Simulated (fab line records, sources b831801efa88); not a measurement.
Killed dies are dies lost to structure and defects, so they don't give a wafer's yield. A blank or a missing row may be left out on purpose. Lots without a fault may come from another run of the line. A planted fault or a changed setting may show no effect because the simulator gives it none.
Which tool did it? | flow sky130 | 6 lots, 18 wafers sampled, at 3 steps of a route of 708

WHAT THE GAUGES READ, wafer by wafer
SKY_VT_ADJUST_NCORE_TW_MEAS_11.
lot  | measured     | on            | VT_ADJUST_NCORE_TW
L147 | day 8 22:43  | film_metro-03 | 217.8 218.9 218.1
L152 | day 10 20:11 | film_metro-02 | 219.2 220.6 220.5
L155 | day 11 04:59 | film_metro-02 | 220.9 222.3 220.4
L160 | day 12 15:52 | film_metro-03 | 231.6 230.4 230.9 232.9 232.5 231.7
L162 | day 13 01:37 | film_metro-03 | 218.0 219.5 217.5
L168 | day 15 06:31 | film_metro-03 | 220.2 219.8 218.9

WHICH TOOL RAN EACH LOT (tool, then ch and the chambers of the sampled wafers, then the start)
lot  | SKY_VT_ADJUST_NCORE_IMPLANT_09  | SKY_VT_ADJUST_NCORE_STRIP_10
L147 | implanter-01 ch 0, day 8 22:28  | plasma_asher-01 ch 0,1, day 8 22:37
L152 | implanter-02 ch 0, day 10 19:56 | plasma_asher-03 ch 0,1, day 10 20:04
L155 | implanter-02 ch 0, day 11 04:44 | plasma_asher-02 ch 1, day 11 04:52
L160 | implanter-02 ch 0, day 12 15:38 | plasma_asher-03 ch 0,1, day 12 15:46
L162 | implanter-03 ch 0, day 13 01:22 | plasma_asher-02 ch 0,1, day 13 01:31
L168 | implanter-03 ch 0, day 15 06:17 | plasma_asher-01 ch 0,1, day 15 06:25
- SKY_VT_ADJUST_NCORE_IMPLANT_09
- SKY_VT_ADJUST_NCORE_STRIP_10: strips in O2/N2.

THE ANSWER, worked out from the rows above alone
Rule: what is usual is taken from the lots themselves. Put in order of their means at a reading, lots are off if they are a third of the lots or fewer, leave a main group of 4 or more, and stand apart from it by a gap of 3 or more times the standard deviation of the main group's means; of several such gaps the widest counts. A main group whose means are all the same, to the digits that the tables above print for the reading, isn't used. A lot without any number at a reading at which 4 lots or more have one is off too. The other lots that the step has rows for count as sound.
Off: L160, at SKY_VT_ADJUST_NCORE_TW_MEAS_11 (VT_ADJUST_NCORE_TW). The main group: mean 219.5, standard deviation 1.1.
A tool fits if, at a process step before that reading, it ran every lot that is off, and no sound lot after the first of them. The gauges at SKY_VT_ADJUST_NCORE_TW_MEAS_11 are tried like those tools. Can't be told from this: 2 tools fit, implanter-02 at SKY_VT_ADJUST_NCORE_IMPLANT_09, plasma_asher-03 at SKY_VT_ADJUST_NCORE_STRIP_10.

WHAT THE SIMULATOR HAD PUT IN
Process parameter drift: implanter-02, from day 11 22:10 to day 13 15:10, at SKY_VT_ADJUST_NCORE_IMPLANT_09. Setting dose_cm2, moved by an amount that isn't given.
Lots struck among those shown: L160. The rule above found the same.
